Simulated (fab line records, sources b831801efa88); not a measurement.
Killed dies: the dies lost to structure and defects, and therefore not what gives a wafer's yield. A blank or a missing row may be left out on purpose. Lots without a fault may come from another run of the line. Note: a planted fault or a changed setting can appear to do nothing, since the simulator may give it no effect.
fab line records | flow sky130
record: lots: 11 | wafers: 33 | last-day: 51
route steps=708 shown CAPM@540 METAL3@566 VIA3@588 CAP2M@606 PAD_OPEN@708
lots that met no fault: taken from a fault-free run of the same line
start-h: start of the lot's first displayed wafer, in hours after the record's first day | wait-h: how many hours have passed since the lot's step before this one | " repeats the value in the row above | L1.1+2: a single row standing in for several wafers | - value missing, or start not given | * or withheld: withheld | < > ~ a bound
route shown NAME@n: NAME is a module with steps in the file, n the number in the route of the first one | usual: mean/standard deviation of fault-free wafers | same: alike in all rows | chamber/n: place in a boat | sites: each site's reading | _std_site: their standard deviation | _edge_site: the outer-site mean with the inner-site mean subtracted | radius-mm: for every site, how far away it sits from the centre of the wafer | mask NAME#n: copy n | behind: the tool/chamber that last shaped the wafer | hold: why the lot was held/for how many hours/how that ended | device: the transistor (n, p or np) that didn't switch | end of line: tests of these same wafers at the route's end | a step without rows: its recipe alone | killed: dies lost to structure and defects at the first sort, not the wafer's yield | map: a wafer's dies, x killed, . not, _ none there
set.NAME: the setting that was run; set.NAME@STEP: the one run at that earlier step | model.NAME: the simulator's own value behind a step, which no gauge read
steps of the route over a sample of lots; a table a step, a row a wafer
services: the hour from which a tool's chamber was out of use, counted from the record's first day as start-h (under 0 if before that day), plus the number of hours and why
== steps ==
step: SKY_CAPM_RS_MEAS_03
recipe: thk-meas-gauge: four-point-probe | reads: TiN_of_CAPM_SPUTTER_02
usual: CAPM_TIN_RS: 6.86/0.071
lot.wafer | tool          | chamber | start-h | wait-h | CAPM_TIN_RS[ohm/sq]
L245.1    | film-metro-03 | -       | 855.67  | 0.1    | 6.79
L245.3    | "             | -       | "       | "      | 6.82
L245.6    | "             | -       | "       | "      | 6.79
L247.1    | film-metro-04 | -       | 871.24  | 0.1    | 6.89
L247.3    | "             | -       | "       | "      | 6.91
L247.5    | "             | -       | "       | "      | 6.82
L250.2    | film-metro-04 | -       | 891.00  | 0.1    | 6.78
L250.5    | "             | -       | "       | "      | 6.74
L250.6    | "             | -       | "       | "      | 6.67
L253.2    | film-metro-04 | -       | 921.55  | 0.1    | 6.87
L253.4    | "             | -       | "       | "      | 6.84
L253.6    | "             | -       | "       | "      | 6.82
L255.1    | film-metro-01 | -       | 939.79  | 0.1    | 6.84
L255.5    | "             | -       | "       | "      | 6.86
L255.6    | "             | -       | "       | "      | 6.85
L257.1    | film-metro-03 | -       | 952.29  | 0.1    | 6.92
L257.4    | "             | -       | "       | "      | 6.98
L257.5    | "             | -       | "       | "      | 6.89
L263.3    | film-metro-01 | -       | 988.54  | 0.1    | 6.83
L263.4    | "             | -       | "       | "      | 6.84
L263.6    | "             | -       | "       | "      | 6.75
L265.1    | film-metro-03 | -       | 1013.23 | 0.1    | 6.79
L265.2    | "             | -       | "       | "      | 6.79
L265.6    | "             | -       | "       | "      | 6.84
L266.1    | film-metro-03 | -       | 1021.23 | 0.1    | 6.82
L266.4    | "             | -       | "       | "      | 6.74
L266.5    | "             | -       | "       | "      | 6.74
L267.1    | film-metro-04 | -       | 1022.84 | 0.1    | 6.87
L267.3    | "             | -       | "       | "      | 6.92
L267.6    | "             | -       | "       | "      | 6.86
L268.4    | film-metro-03 | -       | 1029.85 | 0.1    | 6.89
L268.5    | "             | -       | "       | "      | 6.85
L268.6    | "             | -       | "       | "      | 6.77
step: SKY_METAL3_ETCH_16
recipe: chemistry: N2/H2 | target: BARC | ion-energy-ev: 200 | bias-w: 100 | pressure-mtorr: 30 | n2-flow-sccm: 100 | h2-flow-sccm: 200 | icp-w: 500 | stop-on: SiO2 | time-s: 88.2 | target-depth-a: 600
usual: drypump-motor-current-A: 5.7/0.36 | oes-product-au: 0.625/0.0048 | run-length-s: 116.42/0.27 | throttle-valve-pct: 13.205/0.0082
lot.wafer | tool         | chamber | start-h | wait-h | drypump-motor-current-A | oes-product-au | rf-hours-counter-h | run-length-s | throttle-valve-pct
L245.1    | rie-metal-02 | 1       | 908.85  | 0.0    | 5.5                     | 0.625          | 12                 | 116.26       | 13.215
L245.3    | "            | 1       | "       | "      | 5.5                     | 0.626          | -                  | 116.29       | 13.209
L245.6    | "            | 1       | "       | "      | 5.5                     | 0.630          | -                  | 116.86       | 13.193
L247.1    | rie-metal-02 | 0       | 924.75  | 0.0    | 6.1                     | 0.616          | 16                 | 116.74       | 13.195
L247.3    | "            | 1       | "       | "      | 5.5                     | 0.621          | -                  | 116.25       | 13.216
L247.5    | "            | 1       | "       | "      | 5.5                     | 0.633          | -                  | 116.24       | 13.199
L250.2    | rie-metal-04 | 0       | 942.70  | 0.0    | 5.5                     | 0.623          | 15                 | 116.45       | 13.213
L250.5    | "            | 1       | "       | "      | 5.2                     | 0.620          | -                  | 115.96       | 13.204
L250.6    | "            | 0       | "       | "      | 5.5                     | 0.631          | -                  | 116.86       | 13.211
L253.2    | rie-metal-03 | 1       | 971.90  | 0.0    | 6.3                     | 0.621          | 10                 | 117.21       | 13.194
L253.4    | "            | 1       | "       | "      | 6.3                     | 0.628          | -                  | 116.53       | 13.203
L253.6    | "            | 0       | "       | "      | 5.5                     | 0.634          | -                  | 116.38       | 13.203
L255.1    | rie-metal-04 | 1       | 990.01  | 0.0    | 5.2                     | 0.627          | 12                 | 116.01       | 13.210
L255.5    | "            | 0       | "       | "      | 5.4                     | 0.627          | -                  | 116.58       | 13.204
L255.6    | "            | 1       | "       | "      | 5.2                     | 0.624          | -                  | 116.02       | 13.196
L257.1    | rie-metal-04 | 1       | 1001.45 | 0.0    | 5.2                     | 0.634          | 12                 | 116.10       | 13.187
L257.4    | "            | 0       | "       | "      | 5.5                     | 0.625          | -                  | 116.32       | 13.208
L257.5    | "            | 1       | "       | "      | 5.2                     | 0.628          | -                  | 116.44       | 13.208
L263.3    | rie-metal-04 | 1       | 1035.58 | 0.0    | 5.2                     | 0.632          | -                  | 116.07       | 13.198
L263.4    | "            | 0       | "       | "      | 5.5                     | 0.623          | -                  | 116.32       | 13.214
L263.6    | "            | 1       | "       | "      | 5.2                     | 0.625          | -                  | 116.02       | 13.196
L265.1    | rie-metal-02 | 0       | 1068.65 | 0.0    | 6.1                     | 0.630          | 0                  | 116.31       | 13.224
L265.2    | "            | 1       | "       | "      | 5.5                     | 0.622          | 21                 | 116.31       | 13.210
L265.6    | "            | 0       | "       | "      | 6.1                     | 0.630          | -                  | 116.62       | 13.206
L266.1    | rie-metal-03 | 0       | 1068.85 | 0.0    | 5.5                     | 0.624          | 25                 | 116.56       | 13.201
L266.4    | "            | 0       | "       | "      | 5.5                     | 0.623          | -                  | 116.27       | 13.202
L266.5    | "            | 0       | "       | "      | 5.5                     | 0.624          | -                  | 116.30       | 13.202
L267.1    | rie-metal-03 | 1       | 1069.00 | 0.0    | 6.3                     | 0.625          | 16                 | 116.36       | 13.195
L267.3    | "            | 1       | "       | "      | 6.3                     | 0.620          | -                  | 116.62       | 13.206
L267.6    | "            | 0       | "       | "      | 5.5                     | 0.632          | -                  | 116.61       | 13.217
L268.4    | rie-metal-02 | 1       | 1073.93 | 0.0    | 5.5                     | 0.623          | -                  | 116.48       | 13.212
L268.5    | "            | 1       | "       | "      | 5.5                     | 0.632          | -                  | 116.21       | 13.203
L268.6    | "            | 0       | "       | "      | 6.1                     | 0.625          | -                  | 116.49       | 13.190
step: SKY_VIA3_ETCH_15
recipe: target: SiO2 | chemistry: C4F8/O2/Ar | target-depth-nm: 507 | stop-on: TiN | mask-material: KrF-thick | source-w: 1500 | bias-w: 1200 | pressure-mtorr: 40 | c4f8-flow-sccm: withheld | O2_flow_sccm: 6 | Ar_flow_sccm: 300 | time-s: 78
usual: oes-product-au: 0.946/0.0045 | run-length-s: 106.4/0.39
lot.wafer | tool        | chamber | start-h | wait-h | oes-product-au | rf-hours-counter-h | run-length-s
L245.1    | rie-diel-03 | 0       | 936.56  | 0.0    | 0.944          | 1                  | 106.7
L245.3    | "           | 2       | "       | "      | 0.947          | 21                 | 106.6
L245.6    | "           | 0       | "       | "      | 0.944          | -                  | 106.3
L247.1    | rie-diel-02 | 3       | 951.46  | 0.0    | 0.940          | 11                 | 106.1
L247.3    | "           | 2       | "       | "      | 0.943          | 28                 | 106.3
L247.5    | "           | 3       | "       | "      | 0.948          | -                  | 106.1
L250.2    | rie-diel-03 | 1       | 969.16  | 0.0    | 0.943          | 7                  | 106.8
L250.5    | "           | 3       | "       | "      | 0.948          | -                  | 106.4
L250.6    | "           | 0       | "       | "      | 0.944          | -                  | 106.3
L253.2    | rie-diel-03 | 2       | 997.63  | 0.0    | 0.940          | 23                 | 106.2
L253.4    | "           | 1       | "       | "      | 0.949          | 8                  | 106.5
L253.6    | "           | 3       | "       | "      | 0.954          | -                  | 106.1
L255.1    | rie-diel-03 | 0       | 1015.71 | 0.0    | 0.752          | 4                  | 144.3
L255.5    | "           | 2       | "       | "      | 0.763          | -                  | 143.9
L255.6    | "           | 1       | "       | "      | 0.944          | -                  | 106.5
L257.1    | rie-diel-03 | 2       | 1026.46 | 0.0    | 0.767          | 23                 | 144.0
L257.4    | "           | 0       | "       | "      | 0.762          | 4                  | 144.0
L257.5    | "           | 3       | "       | "      | 0.758          | -                  | 144.1
L263.3    | rie-diel-02 | 3       | 1065.32 | 0.0    | 0.945          | 15                 | 106.6
L263.4    | "           | 3       | "       | "      | 0.936          | -                  | 106.2
L263.6    | "           | 0       | "       | "      | 0.941          | -                  | 107.3
L265.1    | rie-diel-01 | 0       | 1091.67 | 0.0    | 0.949          | 27                 | 106.3
L265.2    | "           | 2       | "       | "      | 0.941          | 26                 | 107.1
L265.6    | "           | 1       | "       | "      | 0.937          | -                  | 106.6
L266.1    | rie-diel-03 | 2       | 1092.32 | 0.0    | 0.945          | 25                 | 106.5
L266.4    | "           | 0       | "       | "      | 0.935          | 7                  | 106.5
L266.5    | "           | 2       | "       | "      | 0.943          | -                  | 106.3
L267.1    | rie-diel-01 | 1       | 1092.56 | 0.0    | 0.947          | 14                 | 106.8
L267.3    | "           | 0       | "       | "      | 0.943          | 27                 | 105.6
L267.6    | "           | 3       | "       | "      | 0.943          | -                  | 105.6
L268.4    | rie-diel-03 | 1       | 1096.57 | 0.0    | 0.954          | 12                 | 107.1
L268.5    | "           | 1       | "       | "      | 0.944          | -                  | 106.6
L268.6    | "           | 2       | "       | "      | 0.948          | -                  | 106.3
step: SKY_VIA3_STRIP_16
recipe: chemistry: O2/N2 | power-w: 1400 | pressure-mtorr: 1500 | platen-temp-c: withheld | o2-flow-sccm: 3000 | n2-flow-sccm: 300 | overash-fraction: 0.5
usual: drypump-motor-current-A: 5.2/0.42 | oes-product-au: 0.402/0.0051 | strip-time-to-endpoint-s: 4.12/0.031
same: overash-fraction: 0.5
lot.wafer | tool            | chamber | start-h | wait-h | drypump-motor-current-A | oes-product-au | rf-hours-counter-h | strip-time-to-endpoint-s
L245.1    | plasma-asher-04 | 1       | 936.62  | 0.0    | 5.2                     | 0.403          | 20                 | 4.12
L245.3    | "               | 1       | "       | "      | 5.2                     | 0.405          | -                  | 4.07
L245.6    | "               | 1       | "       | "      | 5.2                     | 0.395          | -                  | 4.11
L247.1    | plasma-asher-01 | 0       | 951.52  | 0.0    | 5.9                     | 0.396          | 81                 | 4.10
L247.3    | "               | 0       | "       | "      | 5.9                     | 0.403          | -                  | 4.14
L247.5    | "               | 1       | "       | "      | 4.7                     | 0.400          | -                  | 4.11
L250.2    | plasma-asher-04 | 0       | 969.22  | 0.0    | 4.9                     | 0.396          | 23                 | 4.14
L250.5    | "               | 0       | "       | "      | 4.9                     | 0.396          | -                  | 4.08
L250.6    | "               | 1       | "       | "      | 5.2                     | 0.399          | -                  | 4.16
L253.2    | plasma-asher-01 | 1       | 997.69  | 0.0    | 4.6                     | 0.394          | 86                 | 4.13
L253.4    | "               | 0       | "       | "      | 5.9                     | 0.406          | -                  | 4.09
L253.6    | "               | 1       | "       | "      | 4.6                     | 0.403          | -                  | 4.08
L255.1    | plasma-asher-02 | 0       | 1015.77 | 0.0    | 5.1                     | 0.387          | 118                | 3.66
L255.5    | "               | 1       | "       | "      | 5.4                     | 0.376          | -                  | 3.62
L255.6    | "               | 0       | "       | "      | 5.1                     | 0.393          | -                  | 4.14
L257.1    | plasma-asher-01 | 1       | 1026.52 | 0.0    | 4.7                     | 0.371          | 89                 | 3.59
L257.4    | "               | 0       | "       | "      | 5.9                     | 0.387          | -                  | 3.61
L257.5    | "               | 0       | "       | "      | 5.9                     | 0.379          | -                  | 3.52
L263.3    | plasma-asher-02 | 0       | 1065.41 | 0.1    | 5.1                     | 0.409          | -                  | 4.09
L263.4    | "               | 1       | "       | "      | 5.4                     | 0.403          | -                  | 4.10
L263.6    | "               | 0       | "       | "      | 5.1                     | 0.406          | -                  | 4.10
L265.1    | plasma-asher-01 | 1       | 1091.73 | 0.0    | 4.7                     | 0.409          | 95                 | 4.10
L265.2    | "               | 0       | "       | "      | 5.9                     | 0.393          | 95                 | 4.08
L265.6    | "               | 1       | "       | "      | 4.6                     | 0.410          | -                  | 4.15
L266.1    | plasma-asher-04 | 0       | 1092.38 | 0.0    | 4.9                     | 0.415          | 35                 | 4.13
L266.4    | "               | 0       | "       | "      | 4.9                     | 0.407          | -                  | 4.15
L266.5    | "               | 0       | "       | "      | 4.9                     | 0.404          | -                  | 4.14
L267.1    | plasma-asher-01 | 1       | 1092.62 | 0.0    | 4.6                     | 0.413          | 95                 | 4.14
L267.3    | "               | 1       | "       | "      | 4.6                     | 0.402          | -                  | 4.12
L267.6    | "               | 0       | "       | "      | 5.9                     | 0.411          | -                  | 4.15
L268.4    | plasma-asher-01 | 0       | 1096.66 | 0.1    | 5.9                     | 0.406          | -                  | 4.15
L268.5    | "               | 0       | "       | "      | 5.9                     | 0.410          | -                  | 4.17
L268.6    | "               | 1       | "       | "      | 4.7                     | 0.403          | -                  | 4.16
step: SKY_CAP2M_RS_MEAS_03
recipe: thk-meas-gauge: four-point-probe | reads: TiN_of_CAP2M_SPUTTER_02
usual: CAP2M_TIN_RS: 6.95/0.067
lot.wafer | tool          | chamber | start-h | wait-h | CAP2M_TIN_RS[ohm/sq]
L245.1    | film-metro-02 | -       | 938.25  | 0.1    | 7.01
L245.3    | "             | -       | "       | "      | 6.99
L245.6    | "             | -       | "       | "      | 7.12
L247.1    | film-metro-03 | -       | 953.16  | 0.1    | 6.94
L247.3    | "             | -       | "       | "      | 6.94
L247.5    | "             | -       | "       | "      | 6.92
L250.2    | film-metro-02 | -       | 970.88  | 0.1    | 6.97
L250.5    | "             | -       | "       | "      | 6.92
L250.6    | "             | -       | "       | "      | 6.94
L253.2    | film-metro-02 | -       | 999.32  | 0.1    | 6.97
L253.4    | "             | -       | "       | "      | 6.98
L253.6    | "             | -       | "       | "      | 6.98
L255.1    | film-metro-01 | -       | 1017.37 | 0.1    | 6.87
L255.5    | "             | -       | "       | "      | 6.88
L255.6    | "             | -       | "       | "      | 6.90
L257.1    | film-metro-03 | -       | 1028.13 | 0.1    | 7.03
L257.4    | "             | -       | "       | "      | 6.97
L257.5    | "             | -       | "       | "      | 7.03
L263.3    | film-metro-03 | -       | 1067.06 | 0.1    | 7.01
L263.4    | "             | -       | "       | "      | 7.03
L263.6    | "             | -       | "       | "      | 6.92
L265.1    | film-metro-01 | -       | 1093.33 | 0.1    | 6.84
L265.2    | "             | -       | "       | "      | 7.00
L265.6    | "             | -       | "       | "      | 6.92
L266.1    | film-metro-03 | -       | 1094.16 | 0.1    | 6.96
L266.4    | "             | -       | "       | "      | 7.01
L266.5    | "             | -       | "       | "      | 6.99
L267.1    | film-metro-03 | -       | 1094.76 | 0.1    | 6.95
L267.3    | "             | -       | "       | "      | 6.99
L267.6    | "             | -       | "       | "      | 7.07
L268.4    | film-metro-01 | -       | 1099.33 | 0.1    | 6.87
L268.5    | "             | -       | "       | "      | 6.87
L268.6    | "             | -       | "       | "      | 6.82
step: SKY_PAD_OPEN_PROBE_99
usual: defect-limited-yield: 82.3/1.8 | killed_at_M0_to_M3: 43/6 | killed_at_M4_up: 3.2/1.9 | killed-at-contacts: 25/5.4 | killed-at-front-end: 15/4.5 | killed-at-other: 0.3/0.59 | killed-dies: 87/8.7 | killed-open: 47/6.7 | killed-short: 39/5.7 | sort_bin_3_pad_short: 0.9/0.43 | sort_bin_5_function: 10.4/1.4 | sort_bin_6_memory: 6.4/1.2 | sort-n-pass: 405/8.7 | sort-yield-pct: 82.3/1.8
same: gross-dies: 492 | killed-at-back-side: 0 | sort_bin_4_leakage[%]: 0 | sort_bin_8_speed[%]: 0
lot.wafer | tool      | chamber | start-h | wait-h | defect-limited-yield[%] | killed_at_M0_to_M3 | killed_at_M4_up | killed-at-contacts | killed-at-front-end | killed-at-other | killed-dies | killed-open | killed-short | sort_bin_3_pad_short[%] | sort_bin_5_function[%] | sort_bin_6_memory[%] | sort-n-pass | sort-yield-pct[%]
L253.2    | prober-01 | -       | 1135.46 | 0.1    | 83.3                    | 38                 | 1               | 24                 | 19                  | 0               | 82          | 41          | 41           | 0.8                     | 9.6                    | 6.3                  | 410         | 83.3
L253.4    | prober-01 | -       | 1135.56 | 0.2    | 83.9                    | 34                 | 1               | 26                 | 17                  | 1               | 79          | 38          | 41           | 0.6                     | 9.1                    | 6.3                  | 413         | 83.9
L253.6    | prober-01 | -       | 1135.66 | 0.2    | 78.3                    | 45                 | 6               | 36                 | 20                  | 0               | 107         | 58          | 49           | 0.4                     | 13.6                   | 7.7                  | 385         | 78.3
L255.1    | prober-01 | -       | 1159.23 | 0.1    | 82.7                    | 36                 | 2               | 36                 | 10                  | 1               | 85          | 50          | 35           | 0.8                     | 11.8                   | 4.7                  | 407         | 82.7
L255.5    | prober-01 | -       | 1159.43 | 0.2    | 79.3                    | 50                 | 7               | 33                 | 12                  | 0               | 102         | 53          | 49           | 1.0                     | 14.0                   | 5.7                  | 390         | 79.3
L255.6    | prober-01 | -       | 1159.48 | 0.2    | 83.7                    | 42                 | 4               | 21                 | 13                  | 0               | 80          | 46          | 34           | 1.4                     | 9.8                    | 5.1                  | 412         | 83.7
L257.1    | prober-01 | -       | 1160.73 | 0.1    | 86.0                    | 35                 | 3               | 21                 | 10                  | 0               | 69          | 39          | 30           | 0.6                     | 9.8                    | 3.7                  | 423         | 86.0
L257.4    | prober-01 | -       | 1160.88 | 0.2    | 78.3                    | 56                 | 4               | 30                 | 17                  | 0               | 107         | 53          | 54           | 1.8                     | 12.4                   | 7.5                  | 385         | 78.3
L257.5    | prober-01 | -       | 1160.93 | 0.2    | 82.5                    | 42                 | 5               | 25                 | 14                  | 0               | 86          | 43          | 43           | 1.2                     | 10.8                   | 5.5                  | 406         | 82.5
L263.3    | prober-01 | -       | 1188.29 | 0.2    | 83.9                    | 34                 | 1               | 28                 | 16                  | 0               | 79          | 43          | 36           | 0.8                     | 10.2                   | 5.1                  | 413         | 83.9
L263.4    | prober-01 | -       | 1188.34 | 0.2    | 80.7                    | 39                 | 6               | 23                 | 27                  | 0               | 95          | 44          | 51           | 1.4                     | 10.2                   | 7.7                  | 397         | 80.7
L263.6    | prober-01 | -       | 1188.44 | 0.2    | 80.7                    | 48                 | 2               | 17                 | 26                  | 2               | 95          | 57          | 38           | 0.8                     | 11.2                   | 7.3                  | 397         | 80.7
L266.1    | prober-02 | -       | 1208.94 | 0.1    | 81.3                    | 43                 | 2               | 29                 | 18                  | 0               | 92          | 48          | 44           | 0.6                     | 11.4                   | 6.7                  | 400         | 81.3
L266.4    | prober-02 | -       | 1209.09 | 0.2    | 83.9                    | 37                 | 0               | 32                 | 10                  | 0               | 79          | 41          | 38           | 0.6                     | 9.3                    | 6.1                  | 413         | 83.9
L266.5    | prober-02 | -       | 1209.14 | 0.2    | 82.9                    | 45                 | 1               | 22                 | 15                  | 1               | 84          | 50          | 34           | 2.4                     | 10.0                   | 4.7                  | 408         | 82.9
L268.4    | prober-02 | -       | 1213.59 | 0.2    | 83.9                    | 41                 | 3               | 18                 | 17                  | 0               | 79          | 42          | 37           | 0.8                     | 8.3                    | 6.9                  | 413         | 83.9
L268.5    | prober-02 | -       | 1213.64 | 0.2    | 81.7                    | 41                 | 3               | 30                 | 16                  | 0               | 90          | 42          | 48           | 0.8                     | 11.0                   | 6.5                  | 402         | 81.7
L268.6    | prober-02 | -       | 1213.69 | 0.2    | 78.5                    | 65                 | 2               | 28                 | 11                  | 0               | 106         | 64          | 42           | 1.4                     | 11.6                   | 8.5                  | 386         | 78.5
killed by level:class
L253.2 CONTACT:geometric-particle:open=8 FIELD_ISO:geometric-particle:short=7 METAL2:geometric-particle:short=6 LI_CONTACT:geometric-particle:open=6 LOCAL_INTERCONNECT:geometric-particle:short=5 VIA1:geometric-particle:open=5 FIELD_ISO:geometric-particle:open=4 CONTACT:geometric-particle:short=4
L253.4 CONTACT:geometric-particle:short=7 CONTACT:geometric-particle:open=7 VIA3:geometric-particle:open=6 LI_CONTACT:geometric-particle:open=5 VIA2:geometric-particle:open=5 FIELD_ISO:geometric-particle:open=4 LOCAL_INTERCONNECT:geometric-particle:short=4 POLY_GATE:geometric-particle:short=4
L253.6 CONTACT:geometric-particle:open=11 VIA2:geometric-particle:open=10 VIA1:geometric-particle:open=9 FIELD_ISO:geometric-particle:open=7 LI_CONTACT:geometric-particle:open=7 METAL2:geometric-particle:short=7 LOCAL_INTERCONNECT:geometric-particle:short=6 CONTACT:geometric-particle:short=6
L255.1 LI_CONTACT:geometric-particle:open=13 CONTACT:geometric-particle:open=8 VIA1:geometric-particle:open=7 LOCAL_INTERCONNECT:geometric-particle:short=6 CONTACT:geometric-particle:short=6 METAL1:geometric-particle:short=6 VIA3:geometric-particle:open=6 VIA2:geometric-particle:open=5
L255.5 VIA1:geometric-particle:open=12 VIA2:geometric-particle:open=11 CONTACT:geometric-particle:open=11 LOCAL_INTERCONNECT:geometric-particle:short=6 METAL1:geometric-particle:short=6 LI_CONTACT:geometric-particle:short=5 CONTACT:geometric-particle:short=5 VIA1:geometric-particle:short=5
L255.6 VIA1:geometric-particle:open=11 VIA3:geometric-particle:open=8 CONTACT:geometric-particle:short=6 CONTACT:geometric-particle:open=5 METAL1:geometric-particle:short=5 LI_CONTACT:geometric-particle:open=4 LOCAL_INTERCONNECT:geometric-particle:short=4 VIA1:geometric-particle:short=4
L257.1 LI_CONTACT:geometric-particle:open=8 VIA1:geometric-particle:open=8 CONTACT:geometric-particle:open=5 METAL2:geometric-particle:short=5 FIELD_ISO:geometric-particle:open=4 LOCAL_INTERCONNECT:geometric-particle:short=4 CONTACT:geometric-particle:short=4 VIA2:geometric-particle:open=4
L257.4 METAL2:geometric-particle:short=11 CONTACT:geometric-particle:open=10 METAL1:geometric-particle:short=9 VIA1:geometric-particle:open=9 LI_CONTACT:geometric-particle:open=8 VIA3:geometric-particle:open=8 FIELD_ISO:geometric-particle:open=6 FIELD_ISO:geometric-particle:short=6
L257.5 CONTACT:geometric-particle:open=9 VIA1:geometric-particle:open=9 LOCAL_INTERCONNECT:geometric-particle:short=6 VIA1:geometric-particle:short=6 VIA2:geometric-particle:open=6 FIELD_ISO:geometric-particle:short=5 METAL1:geometric-particle:short=5 METAL2:geometric-particle:short=4
L263.3 CONTACT:geometric-particle:open=13 VIA1:geometric-particle:open=9 LI_CONTACT:geometric-particle:open=6 POLY_GATE:geometric-particle:open=5 VIA1:geometric-particle:short=5 METAL1:geometric-particle:short=5 VIA3:geometric-particle:open=5 POLY_GATE:geometric-particle:short=4
L263.4 FIELD_ISO:geometric-particle:open=9 POLY_GATE:geometric-particle:short=8 VIA1:geometric-particle:open=8 VIA1:geometric-particle:short=7 CONTACT:geometric-particle:open=7 METAL2:geometric-particle:short=7 FIELD_ISO:geometric-particle:short=6 METAL4:geometric-particle:short=6
L263.6 VIA1:geometric-particle:open=12 FIELD_ISO:geometric-particle:open=8 POLY_GATE:geometric-particle:open=8 CONTACT:geometric-particle:open=7 METAL1:geometric-particle:short=7 VIA1:geometric-particle:short=6 FIELD_ISO:geometric-particle:short=5 VIA3:geometric-particle:open=5
L266.1 CONTACT:geometric-particle:open=11 VIA1:geometric-particle:open=8 VIA2:geometric-particle:open=7 LOCAL_INTERCONNECT:geometric-particle:short=7 LI_CONTACT:geometric-particle:open=5 METAL1:geometric-particle:short=5 METAL3:geometric-particle:short=5 VIA1:geometric-particle:short=5
L266.4 CONTACT:geometric-particle:open=10 CONTACT:geometric-particle:short=7 VIA2:geometric-particle:open=7 LI_CONTACT:geometric-particle:short=6 LI_CONTACT:geometric-particle:open=6 VIA1:geometric-particle:short=6 METAL1:geometric-particle:short=5 POLY_GATE:geometric-particle:open=4
L266.5 VIA1:geometric-particle:open=15 LI_CONTACT:geometric-particle:open=8 VIA3:geometric-particle:open=7 METAL2:geometric-particle:short=6 VIA2:geometric-particle:open=6 CONTACT:geometric-particle:open=5 FIELD_ISO:geometric-particle:open=4 POLY_GATE:geometric-particle:short=4
L268.4 VIA1:geometric-particle:open=11 CONTACT:geometric-particle:open=7 METAL1:geometric-particle:short=6 VIA2:geometric-particle:open=6 POLY_GATE:geometric-particle:short=5 CONTACT:geometric-particle:short=5 VIA3:geometric-particle:open=4 VIA1:geometric-particle:short=4
L268.5 CONTACT:geometric-particle:short=11 CONTACT:geometric-particle:open=9 FIELD_ISO:geometric-particle:short=8 VIA1:geometric-particle:open=8 LI_CONTACT:geometric-particle:open=7 METAL2:geometric-particle:short=7 VIA2:geometric-particle:open=5 METAL1:geometric-particle:short=4
L268.6 VIA1:geometric-particle:open=17 METAL2:geometric-particle:short=12 CONTACT:geometric-particle:open=10 LI_CONTACT:geometric-particle:open=8 VIA3:geometric-particle:open=8 VIA2:geometric-particle:short=6 METAL1:geometric-particle:short=5 LOCAL_INTERCONNECT:geometric-particle:short=4
== services ==
tool            | chamber | start-h | hours | kind
rie-diel-01     | 3       | 896.30  | 2.6   | repair
plasma-asher-02 | -       | 907.05  | 1.3   | repair
rie-diel-03     | 0       | 919.86  | 11.3  | repair
rie-diel-03     | 1       | 925.90  | 2.8   | repair
rie-diel-03     | 3       | 931.16  | -     | clean
rie-diel-03     | 3       | 931.16  | 20.8  | scheduled-down
rie-diel-03     | 3       | 931.16  | 20.8  | vent-cycle
rie-metal-04    | -       | 950.01  | 14.6  | pm
rie-metal-02    | 0       | 969.93  | 1.9   | repair
rie-diel-02     | 3       | 971.26  | 4.9   | repair
rie-metal-04    | -       | 1023.55 | 2.8   | pm
rie-diel-01     | 3       | 1025.70 | 4.2   | repair
rie-diel-03     | 2       | 1039.15 | 12.6  | repair
rie-metal-02    | 0       | 1044.71 | -     | clean
rie-metal-02    | 0       | 1044.71 | 23.0  | scheduled-down
rie-metal-02    | 0       | 1044.71 | 23.0  | vent-cycle
plasma-asher-02 | -       | 1055.30 | 9.0   | pm
rie-diel-01     | 2       | 1066.52 | 3.4   | repair
rie-diel-03     | 3       | 1068.70 | 7.0   | repair
rie-diel-03     | 0       | 1080.12 | 2.6   | repair
rie-metal-03    | 0       | 1082.60 | -     | clean
rie-metal-03    | 0       | 1082.60 | 16.9  | scheduled-down
rie-metal-03    | 0       | 1082.60 | 16.9  | vent-cycle
rie-diel-02     | 2       | 1089.08 | 32.1  | repair
== key ==
first-sign: step: SKY_VIA3_ETCH_15 | reading: run-length-s | direction: up | sigmas: 97 | usual: * | struck: *
effect: step: SKY_VIA3_ETCH_15 | reading: oes-product-au | direction: down | sigmas: 41 | usual: 0.946 | struck: 0.760
effect: step: SKY_VIA3_STRIP_16 | reading: strip-time-to-endpoint-s | direction: down | sigmas: 17 | usual: * | struck: *
met-at SKY_VIA3_ETCH_15
struck-lots L255,L257
struck-wafers L255.1,L255.5,L257.1,L257.4,L257.5
not-acting-at SKY_CAPM_RS_MEAS_03,SKY_METAL3_ETCH_16,SKY_CAP2M_RS_MEAS_03
onset-between 997.63 1015.71
fault: kind: process-parameter-drift | tool: rie-diel-03 | chamber: - | onset-h: 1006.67 | steps: SKY_VIA3_ETCH_15 | channel: time-s | offset: * | shape: step | end-h: 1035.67 | scope: struck-wafers-only | acts-in: * | stated: *
